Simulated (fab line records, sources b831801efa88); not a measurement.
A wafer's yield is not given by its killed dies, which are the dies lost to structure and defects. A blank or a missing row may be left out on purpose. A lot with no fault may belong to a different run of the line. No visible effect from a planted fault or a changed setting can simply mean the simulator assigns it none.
fab line records + flow gf180mcu
record
- lots=5
- wafers=15
- last_day=34
route steps=602 shown V3@431
lots untouched by any fault: they come from a run of this same line in which no faults occurred
start_h: the number of hours between the record's first day and the start of the first shown wafer of the lot + wait_h: hours from the lot's prior step to this one + " the same as in the row above + L1.1+2: a row that stands for several wafers + - no value present, or no start provided + * or withheld: withheld + < > ~ a bound
route shown NAME@n: NAME is a module with steps in the file, n the number in the route of the first one + usual: average and standard deviation across the fault-free wafers + same: alike in all rows + chamber/n: place in a boat + sites: per-site readings + _std_site: the values' standard deviation + _edge_site: outer sites' mean less inner sites' + radius_mm: for every site, how far away it sits from the centre of the wafer + mask NAME#n: copy n + behind: the most recent tool/chamber to have shaped the wafer + hold: the reason the lot was held/the length of the hold in hours/how it ended + device: transistor that didn't switch, given as n, p or np + end of line: tests of these same wafers at the route's end + for a step that has no rows: nothing shown but its recipe + killed: dies that structure and defects cost at the first sort, which is not the same as the wafer's yield + map: dies across one wafer; x = killed, . = not, _ = none there
set.NAME: the setting the step ran with; set.NAME@STEP: the setting that earlier step ran with + model.NAME: the simulator's own value behind a step, which no gauge read
lots at some steps of the route; a table a step, a row a wafer
services: a tool's chamber out of use, with start hour (start_h, from the record's first day; less than 0 if before it), hours out, and reason
## steps
# step GF_V3_CVD_02
# recipe
- material=SiO2
- target_thk_nm=850
- precursor=TEOS
- temp_c=400
- time_s=94.851
- rf_w=600
# usual
- heater_power_w=636/77
- rf_fwd_power_W=596.1/2.3
| lot.wafer | tool     | chamber | start_h | wait_h | heater_power_w | rf_fwd_power_W |
|-----------|----------|---------|---------|--------|----------------|----------------|
| L078.2    | pecvd-02 | 1       | 531.22  | 0.0    | 593            | 595.6          |
| L078.3    | "        | 2       | "       | "      | 791            | 597.9          |
| L078.6    | "        | 1       | "       | "      | 638            | 594.0          |
| L086.1    | pecvd-01 | 0       | 596.61  | 0.1    | 631            | 596.3          |
| L086.2    | "        | 2       | "       | "      | 532            | 595.5          |
| L086.6    | "        | 1       | "       | "      | 594            | 595.2          |
| L089.1    | pecvd-02 | 0       | 623.84  | 0.1    | 666            | 595.5          |
| L089.3    | "        | 2       | "       | "      | 739            | 599.1          |
| L089.5    | "        | 2       | "       | "      | 814            | 598.4          |
| L091.1    | pecvd-03 | 0       | 636.56  | 0.1    | 702            | 594.0          |
| L091.3    | "        | 2       | "       | "      | 727            | 597.4          |
| L091.6    | "        | 0       | "       | "      | 564            | 593.4          |
| L095.2    | pecvd-01 | 0       | 664.12  | 0.0    | 606            | 591.7          |
| L095.3    | "        | 1       | "       | "      | 616            | 598.2          |
| L095.6    | "        | 2       | "       | "      | 638            | 596.3          |
# step GF_V3_THK_MEAS_03
# recipe
- reads=SiO2_of_V3_CVD_02
# usual
- V3_CVD_02_THK=851/9.9
| lot.wafer | tool          | chamber | start_h | wait_h | V3_CVD_02_THK[nm] |
|-----------|---------------|---------|---------|--------|-------------------|
| L078.2    | film_metro-02 | -       | 531.30  | 0.0    | 845               |
| L078.3    | "             | -       | "       | "      | 841               |
| L078.6    | "             | -       | "       | "      | 857               |
| L086.1    | film_metro-02 | -       | 596.68  | 0.0    | 854               |
| L086.2    | "             | -       | "       | "      | 857               |
| L086.6    | "             | -       | "       | "      | 861               |
| L089.1    | film_metro-03 | -       | 623.91  | 0.0    | 838               |
| L089.3    | "             | -       | "       | "      | 857               |
| L089.5    | "             | -       | "       | "      | 869               |
| L091.1    | film_metro-03 | -       | 636.63  | 0.0    | 841               |
| L091.3    | "             | -       | "       | "      | 836               |
| L091.6    | "             | -       | "       | "      | 858               |
| L095.2    | film_metro-02 | -       | 664.20  | 0.0    | 844               |
| L095.3    | "             | -       | "       | "      | 839               |
| L095.6    | "             | -       | "       | "      | 852               |
# step GF_V3_CMP_04
# recipe
- material=SiO2
- down_force_psi=4
- platen_rpm=60
- pad_velocity_m_s=0.94248
# usual
- head_pressure_psi=3.999/0.0089
- motor_current_A=11.9/1.4
- retaining_ring_pressure_frac=0.999/0.0045
- time_to_endpoint_s=81/4.4
| lot.wafer | tool   | chamber | start_h | wait_h | head_pressure_psi | motor_current_A | retaining_ring_pressure_frac | time_to_endpoint_s |
|-----------|--------|---------|---------|--------|-------------------|-----------------|------------------------------|--------------------|
| L078.3    | cmp-02 | 0       | 531.35  | 0.0    | 4.000             | 11.4            | 0.997                        | 79                 |
| L078.2    | "      | 3       | "       | "      | 4.004             | 10.2            | 0.995                        | 76                 |
| L078.6    | "      | 1       | "       | "      | 3.990             | 12.3            | 0.996                        | 84                 |
| L086.2    | cmp-01 | 1       | 596.84  | 0.1    | 4.004             | 11.5            | 1.001                        | 80                 |
| L086.1    | "      | 2       | "       | "      | 4.006             | 12.1            | 0.989                        | 77                 |
| L086.6    | "      | 3       | "       | "      | 3.997             | 15.0            | 0.999                        | 80                 |
| L089.3    | cmp-02 | 1       | 624.64  | 0.7    | 3.997             | 12.5            | 0.999                        | 81                 |
| L089.1    | "      | 2       | "       | "      | 4.010             | 12.7            | 1.003                        | 77                 |
| L089.5    | "      | 3       | "       | "      | 3.992             | 10.0            | 0.999                        | 89                 |
| L091.1    | cmp-01 | 2       | 636.69  | 0.1    | 4.000             | 12.4            | 1.004                        | 74                 |
| L091.3    | "      | 3       | "       | "      | 4.000             | 13.8            | 0.995                        | 75                 |
| L091.6    | "      | 2       | "       | "      | 3.993             | 12.8            | 1.000                        | 81                 |
| L095.3    | cmp-02 | 0       | 664.30  | 0.1    | 3.984             | 11.5            | 1.003                        | 78                 |
| L095.2    | "      | 2       | "       | "      | 3.992             | 12.8            | 0.991                        | 81                 |
| L095.6    | "      | 0       | "       | "      | 3.996             | 11.8            | 1.000                        | 83                 |
# step GF_V3_BOW_MEAS_05
# recipe
- mode=bow
# usual
- V3_BOW=116/9.7
| lot.wafer | tool          | chamber | start_h | wait_h | V3_BOW[um] |
|-----------|---------------|---------|---------|--------|------------|
| L078.2    | film_metro-02 | -       | 531.70  | 0.1    | 121        |
| L078.3    | "             | -       | "       | "      | 117        |
| L078.6    | "             | -       | "       | "      | 118        |
| L086.1    | film_metro-04 | -       | 597.04  | 0.1    | 92         |
| L086.2    | "             | -       | "       | "      | 105        |
| L086.6    | "             | -       | "       | "      | 114        |
| L089.1    | film_metro-02 | -       | 624.84  | 0.1    | 132        |
| L089.3    | "             | -       | "       | "      | 119        |
| L089.5    | "             | -       | "       | "      | 125        |
| L091.1    | film_metro-02 | -       | 636.99  | 0.2    | 119        |
| L091.3    | "             | -       | "       | "      | 121        |
| L091.6    | "             | -       | "       | "      | 123        |
| L095.2    | film_metro-03 | -       | 664.57  | 0.1    | 122        |
| L095.3    | "             | -       | "       | "      | 114        |
| L095.6    | "             | -       | "       | "      | 109        |
# step GF_V3_DEHYDRATE_06
# recipe
- temp_c=200
- time_s=60
| lot.wafer  | tool           | chamber | start_h | wait_h |
|------------|----------------|---------|---------|--------|
| L078.2+3+6 | litho_track-01 | 0       | 542.57  | 10.9   |
| L086.1+2+6 | litho_track-04 | 0       | 607.39  | 10.3   |
| L089.1+3+5 | litho_track-04 | 0       | 634.29  | 9.4    |
| L091.1+3+6 | litho_track-01 | 0       | 647.10  | 10.1   |
| L095.2+3+6 | litho_track-01 | 0       | 673.47  | 8.9    |
# step GF_V3_HMDS_07
# recipe
- prime_time_s=60
- prime_temp_c=120
| lot.wafer  | tool           | chamber | start_h | wait_h |
|------------|----------------|---------|---------|--------|
| L078.2+3+6 | litho_track-01 | 0       | 542.72  | 0.1    |
| L086.1+2+6 | litho_track-04 | 0       | 607.54  | 0.1    |
| L089.1+3+5 | litho_track-04 | 0       | 634.44  | 0.1    |
| L091.1+3+6 | litho_track-01 | 0       | 647.25  | 0.1    |
| L095.2+3+6 | litho_track-01 | 0       | 673.62  | 0.1    |
# step GF_V3_COAT_08
# recipe
- resist=BARC
- temp_c=withheld
- time_s=withheld
- spin_rpm=withheld
- resist_thk_nm=withheld
| lot.wafer  | tool           | chamber | start_h | wait_h |
|------------|----------------|---------|---------|--------|
| L078.2+3+6 | litho_track-01 | 0       | 542.87  | 0.1    |
| L086.1+2+6 | litho_track-04 | 0       | 607.69  | 0.1    |
| L089.1+3+5 | litho_track-04 | 0       | 634.59  | 0.1    |
| L091.1+3+6 | litho_track-01 | 0       | 647.40  | 0.1    |
| L095.2+3+6 | litho_track-01 | 0       | 673.77  | 0.1    |
# step GF_V3_COAT_09
# recipe
- resist=KrF
- spin_rpm=withheld
- resist_thk_nm=1000
| lot.wafer  | tool           | chamber | start_h | wait_h |
|------------|----------------|---------|---------|--------|
| L078.2+3+6 | litho_track-01 | 0       | -       | -      |
| L086.1+2+6 | litho_track-04 | 0       | -       | -      |
| L089.1+3+5 | litho_track-04 | 0       | -       | -      |
| L091.1+3+6 | litho_track-01 | 0       | -       | -      |
| L095.2+3+6 | litho_track-01 | 0       | -       | -      |
# step GF_V3_SOFTBAKE_10
# recipe
- temp_c=130
- time_s=60
- resist=KrF
| lot.wafer  | tool           | chamber | start_h | wait_h |
|------------|----------------|---------|---------|--------|
| L078.2+3+6 | litho_track-01 | 0       | -       | -      |
| L086.1+2+6 | litho_track-04 | 0       | -       | -      |
| L089.1+3+5 | litho_track-04 | 0       | -       | -      |
| L091.1+3+6 | litho_track-01 | 0       | -       | -      |
| L095.2+3+6 | litho_track-01 | 0       | -       | -      |
# step GF_V3_EXPOSE_11
# recipe
- mask_id=Via3
- target_cd_nm=260
- na=0.68
- source_shape=conventional
- sigma_outer=0.6
- dose_mj=38
| lot.wafer  | tool           | chamber | start_h | wait_h | mask   |
|------------|----------------|---------|---------|--------|--------|
| L078.2+3+6 | krf_scanner-01 | 0       | -       | -      | Via3#0 |
| L086.1+2+6 | krf_scanner-02 | 0       | -       | -      | Via3#0 |
| L089.1+3+5 | krf_scanner-01 | 0       | -       | -      | Via3#0 |
| L091.1+3+6 | krf_scanner-02 | 0       | -       | -      | Via3#0 |
| L095.2+3+6 | krf_scanner-02 | 0       | -       | -      | Via3#0 |
# step GF_V3_PEB_12
# recipe
- peb_temp_c=135
- peb_time_s=90
- resist=KrF
| lot.wafer  | tool           | chamber | start_h | wait_h |
|------------|----------------|---------|---------|--------|
| L078.2+3+6 | litho_track-02 | 0       | -       | -      |
| L086.1+2+6 | litho_track-02 | 0       | -       | -      |
| L089.1+3+5 | litho_track-04 | 0       | -       | -      |
| L091.1+3+6 | litho_track-04 | 0       | -       | -      |
| L095.2+3+6 | litho_track-01 | 0       | -       | -      |
## services
| tool           | chamber | start_h | hours | kind   |
|----------------|---------|---------|-------|--------|
| cmp-02         | -       | 513.11  | 0.2   | repair |
| cmp-01         | -       | 519.34  | 0.7   | repair |
| cmp-01         | -       | 523.45  | 0.3   | repair |
| krf_scanner-02 | -       | 530.94  | 1.3   | pm     |
| cmp-02         | -       | 538.80  | 5.5   | pm     |
| krf_scanner-01 | -       | 548.32  | 0.8   | pm     |
| krf_scanner-02 | -       | 549.54  | 1.0   | pm     |
| cmp-02         | -       | 558.78  | 2.4   | repair |
| cmp-01         | -       | 572.05  | 4.0   | pm     |
| krf_scanner-01 | -       | 576.15  | 1.3   | pm     |
| pecvd-01       | 2       | 576.81  | 4.8   | repair |
| cmp-01         | -       | 591.01  | 0.5   | repair |
| pecvd-02       | -       | 591.12  | 14.0  | pm     |
| krf_scanner-02 | -       | 600.67  | 0.3   | repair |
| cmp-01         | -       | 601.76  | 2.0   | repair |
| krf_scanner-02 | -       | 606.37  | 0.8   | pm     |
| cmp-02         | -       | 612.09  | 0.8   | repair |
| cmp-01         | -       | 622.45  | 6.4   | pm     |
| krf_scanner-01 | -       | 623.48  | 1.0   | pm     |
| pecvd-02       | -       | 624.24  | 0.8   | repair |
| krf_scanner-02 | -       | 631.54  | 4.0   | pm     |
| cmp-02         | -       | 639.63  | 5.3   | pm     |
| cmp-01         | -       | 657.62  | 4.3   | repair |
| cmp-02         | -       | 665.47  | 0.9   | repair |
## key
fault none
